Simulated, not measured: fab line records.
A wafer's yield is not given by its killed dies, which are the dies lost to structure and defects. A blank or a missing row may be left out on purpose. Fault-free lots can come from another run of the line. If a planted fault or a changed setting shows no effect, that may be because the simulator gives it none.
Which tool is to blame? :: flow sky130 :: 6 lots, 18 wafers sampled, at 1 step of a route of 708

== WHAT THE GAUGES SHOWED, per wafer ==
SKY_SONOS_TUNNEL_TW_MEAS_12.
lot: L263
measured: day 12 10:38
on: film metro-01
SONOS_TUNNEL_TW: 200.8 202.2 201.3

lot: L265
measured: day 13 01:05
on: film metro-01
SONOS_TUNNEL_TW: 198.6 200.1 200.3

lot: L269
measured: day 14 09:16
on: film metro-02
SONOS_TUNNEL_TW: 197.0 197.6 196.7

lot: L271
measured: day 14 23:35
on: film metro-04
SONOS_TUNNEL_TW: 198.8 197.8 199.4

lot: L276
measured: day 16 19:02
on: film metro-02
SONOS_TUNNEL_TW: 196.9 197.4 197.4

lot: L278
measured: day 17 12:08
on: film metro-04
SONOS_TUNNEL_TW: 199.0 198.6 199.4

== TOOL THAT RAN EACH LOT (tool first, then ch and the chambers of the sampled wafers, then the start) ==
No process step before these readings appears in the record.

== THE ANSWER, worked out from the rows above alone ==
Rule: the usual values come from the lots themselves. The widest of any qualifying gaps counts: lots, ordered by their means at a reading, are off when they make up no more than a third of the lots, leave a main group of 4 or more, and stand apart from it by 3 or more times the standard deviation of that group's means. A main group is skipped when, at the precision printed for the reading in the tables above, its means are all equal. A lot without any number at a reading at which 4 lots or more have one is off too. Any other lot the step has rows for is counted as sound.
None of the lots is off at any reading shown; this tells nothing.

== WHAT WAS PUT IN BY THE SIMULATOR ==
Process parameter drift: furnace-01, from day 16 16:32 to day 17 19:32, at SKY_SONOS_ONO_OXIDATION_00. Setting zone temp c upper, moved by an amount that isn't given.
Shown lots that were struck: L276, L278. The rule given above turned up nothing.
